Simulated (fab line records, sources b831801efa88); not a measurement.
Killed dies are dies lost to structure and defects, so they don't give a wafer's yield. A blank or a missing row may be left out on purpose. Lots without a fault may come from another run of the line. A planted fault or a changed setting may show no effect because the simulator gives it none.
Which tool did it? | flow sky130 | 13 lots, 39 wafers sampled, at 2 steps of a route of 708

WHAT THE GAUGES READ, wafer by wafer
The record holds no reading of a measuring or inspecting step that can be judged against a usual standard deviation.

WHICH TOOL RAN EACH LOT (tool, then ch and the chambers of the sampled wafers, then the start)
lot  | SKY_METAL4_STRIP_19                  | SKY_PAD_OPEN_PROBE_99
L166 | plasma_asher-02 ch 0,1, day 41 15:36 | prober-02, day 45 16:05
L167 | plasma_asher-03 ch 0,1, day 41 17:08 | prober-01, day 45 16:59
L168 | plasma_asher-02 ch 0,1, day 41 20:53 | prober-02, day 45 20:10
L169 | plasma_asher-04 ch 0,1, day 42 11:06 | prober-01, day 46 07:59
L170 | plasma_asher-03 ch 0,1, day 42 15:16 | prober-02, day 46 10:27
L176 | plasma_asher-02 ch 1, day 44 08:43   | prober-02, day 48 00:42
L178 | plasma_asher-02 ch 0,1, day 44 19:27 | prober-02, day 48 10:13
L180 | plasma_asher-04 ch 0,1, day 45 03:09 | prober-02, day 48 15:36
L186 | plasma_asher-04 ch 0,1, day 46 22:30 | prober-02, day 50 04:17
L185 | plasma_asher-03 ch 0,1, day 47 00:24 | prober-01, day 50 06:36
L187 | plasma_asher-04 ch 0,1, day 47 06:27 | prober-02, day 50 10:39
L188 | plasma_asher-04 ch 0,1, day 47 06:56 | prober-01, day 50 12:09
L189 | plasma_asher-04 ch 1, day 47 11:56   | prober-02, day 50 15:36
- SKY_METAL4_STRIP_19: strips in O2/N2.
- SKY_PAD_OPEN_PROBE_99

WHAT THE TOOLS THEMSELVES READ (means of the sampled wafers that have a number; where no wafer has one, the mark that the record gives instead)
SKY_METAL4_STRIP_19.
lot  | tool            | drypump_motor_current_A (A) | oes_product_au (a.u.) | strip_time_to_endpoint_s (s)
L166 | plasma_asher-02 | 5.9                         | 0.503                 | 6.54
L167 | plasma_asher-03 | 5.7                         | 0.502                 | 6.48
L168 | plasma_asher-02 | 5.9                         | 0.503                 | 6.47
L169 | plasma_asher-04 | 5.8                         | 0.504                 | 6.60
L170 | plasma_asher-03 | 5.8                         | 0.493                 | 6.39
L176 | plasma_asher-02 | 5.5                         | 0.507                 | 6.64
L178 | plasma_asher-02 | 5.6                         | 0.504                 | 6.54
L180 | plasma_asher-04 | 5.8                         | 0.503                 | 6.48
L186 | plasma_asher-04 | 5.5                         | 0.500                 | 6.48
L185 | plasma_asher-03 | 5.7                         | 0.500                 | 6.45
L187 | plasma_asher-04 | 5.5                         | 0.498                 | 6.49
L188 | plasma_asher-04 | 5.8                         | 0.499                 | 6.48
L189 | plasma_asher-04 | 5.2                         | 0.508                 | 6.64

SKY_PAD_OPEN_PROBE_99.
lot  | tool      | defect_limited_yield (%) | killed_at_M0_to_M3 | killed_at_M4_up | killed_at_contacts | killed_at_front_end | killed_at_other | killed_dies | killed_open | killed_short | sort_bin_3_pad_short (%) | sort_bin_5_function (%) | sort_bin_6_memory (%) | sort_n_pass | sort_yield_pct (%)
L166 | prober-02 | 81.0                     | 54                 | 2.0             | 23                 | 14                  | 0.0             | 93          | 49          | 44           | 1.3                      | 10.8                    | 6.8                   | 399         | 81.0
L167 | prober-01 | 82.2                     | 45                 | 3.0             | 21                 | 18                  | 0.3             | 88          | 50          | 37           | 0.8                      | 10.3                    | 6.7                   | 404         | 82.2
L168 | prober-02 | 83.2                     | 43                 | 3.7             | 24                 | 11                  | 0.3             | 82          | 47          | 36           | 0.5                      | 9.5                     | 6.8                   | 410         | 83.2
L169 | prober-01 | 84.0                     | 41                 | 5.3             | 21                 | 12                  | 0.3             | 79          | 41          | 38           | 0.7                      | 9.1                     | 6.2                   | 413         | 84.0
L170 | prober-02 | 83.1                     | 38                 | 4.0             | 24                 | 17                  | 0.3             | 83          | 46          | 37           | 0.7                      | 9.4                     | 6.8                   | 409         | 83.1
L176 | prober-02 | 72.2                     | 38                 | 67.0            | 18                 | 13                  | 0.3             | 137         | 35          | 38           | 4.4                      | 16.8                    | 6.6                   | 355         | 72.2
L178 | prober-02 | 74.9                     | 37                 | 46.7            | 24                 | 15                  | 0.3             | 123         | 45          | 35           | 3.3                      | 16.1                    | 5.7                   | 369         | 74.9
L180 | prober-02 | 84.1                     | 38                 | 1.3             | 25                 | 14                  | 0.0             | 78          | 44          | 35           | 0.7                      | 8.2                     | 7.0                   | 414         | 84.1
L186 | prober-02 | 84.2                     | 36                 | 2.7             | 27                 | 12                  | 0.3             | 78          | 42          | 36           | 0.5                      | 9.4                     | 5.8                   | 414         | 84.2
L185 | prober-01 | 83.2                     | 37                 | 3.0             | 27                 | 15                  | 0.7             | 83          | 41          | 41           | 1.1                      | 9.8                     | 5.9                   | 409         | 83.2
L187 | prober-02 | 84.4                     | 38                 | 2.3             | 22                 | 14                  | 1.0             | 77          | 42          | 35           | 0.7                      | 8.5                     | 6.3                   | 415         | 84.4
L188 | prober-01 | 82.0                     | 41                 | 1.3             | 29                 | 17                  | 0.0             | 88          | 43          | 45           | 0.8                      | 10.8                    | 6.4                   | 404         | 82.0
L189 | prober-02 | 82.2                     | 46                 | 2.0             | 22                 | 17                  | 0.3             | 88          | 48          | 40           | 1.0                      | 10.5                    | 6.4                   | 404         | 82.2

THE ANSWER, worked out from the rows above alone
Rule: what is usual is taken from the lots themselves. Put in order of their means at a reading, lots are off if they are a third of the lots or fewer, leave a main group of 4 or more, and stand apart from it by a gap of 3 or more times the standard deviation of the main group's means; of several such gaps the widest counts. A main group whose means are all the same, to the digits that the tables above print for the reading, isn't used. A lot without any number at a reading at which 4 lots or more have one is off too. The other lots that the step has rows for count as sound. The gauges are gone through in route order, then the tools' own readings, and for those a lot's mean is taken as printed above. The first step at which some lot is off is used, and at that step the reading that is off furthest; a lot without a number counts as furthest.
Off: L176, L178, at SKY_PAD_OPEN_PROBE_99 (killed_at_M4_up). The main group: mean 2.8, standard deviation 1.2.
A tool fits if, at that step or a process step before it, it ran every lot that is off, and no sound lot after the first of them. One fits: plasma_asher-02 at SKY_METAL4_STRIP_19. Its last sound lot is L168 (day 41 20:53), its first lot that is off L176 (day 44 08:43): a fault that began between those two fits.

WHAT THE SIMULATOR HAD PUT IN
Chamber particle source: plasma_asher-02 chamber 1, from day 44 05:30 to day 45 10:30, at SKY_METAL4_STRIP_19. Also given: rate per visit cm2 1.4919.
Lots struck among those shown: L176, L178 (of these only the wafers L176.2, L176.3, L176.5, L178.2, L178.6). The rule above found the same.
